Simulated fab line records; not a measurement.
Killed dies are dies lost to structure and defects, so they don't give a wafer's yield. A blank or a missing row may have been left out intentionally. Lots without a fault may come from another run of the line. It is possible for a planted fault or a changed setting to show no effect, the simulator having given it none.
Chamber matching + flow sky130 + cmp-02 running SKY_VIA1_CMP_02: 4 sister chambers
The step polishes SiO2. 4 wafers are shown with their chamber, then 8 later ones without.

== EACH WAFER AND ITS CHAMBER ==
| wafer  | chamber | motor-current-A (A) |
|--------|---------|---------------------|
| L950.6 | 2       | 11.6                |
| L953.2 | 3       | 13.1                |
| L953.4 | 0       | 13.2                |
| L955.1 | 1       | 11.6                |

== WAFERS MISSING THEIR CHAMBER ==
| wafer  | motor-current-A (A) |
|--------|---------------------|
| L955.3 | 13.9                |
| L955.6 | 11.7                |
| L956.3 | 12.9                |
| L956.4 | 13.5                |
| L956.5 | 13.2                |
| L964.3 | 11.3                |
| L964.4 | 12.8                |
| L964.5 | 10.9                |

== WHICH CHAMBER EACH WENT THROUGH ==
| wafer  | from the rows above     | in truth |
|--------|-------------------------|----------|
| L955.3 | can't be placed: 0 or 3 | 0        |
| L955.6 | can't be placed: 1 or 2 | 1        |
| L956.3 | can't be placed: 3 or 0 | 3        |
| L956.4 | can't be placed: 0 or 3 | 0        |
| L956.5 | can't be placed: 0 or 3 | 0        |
| L964.3 | can't be placed: 1 or 2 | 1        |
| L964.4 | can't be placed: 3 or 0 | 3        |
| L964.5 | can't be placed: 1 or 2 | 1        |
Placed correctly: 0 of 8. From these rows, 8 cannot be placed; in 8 the true chamber is one of the candidates. Number placed wrongly: 0.
How it was worked out, from the rows above alone: a wafer's distance from a chamber is the root of the sum, over the readings, of the square of ((its reading less the chamber's mean) divided by the reading's scatter). The wafer belongs to the nearest chamber; if the next one is less than 2 further off, it can't be placed. A chamber's mean is the mean of its shown wafers. The scatter (one wafer shown for each chamber): square how far every hidden wafer sits from the nearest shown wafer, average those squares and take the square root.
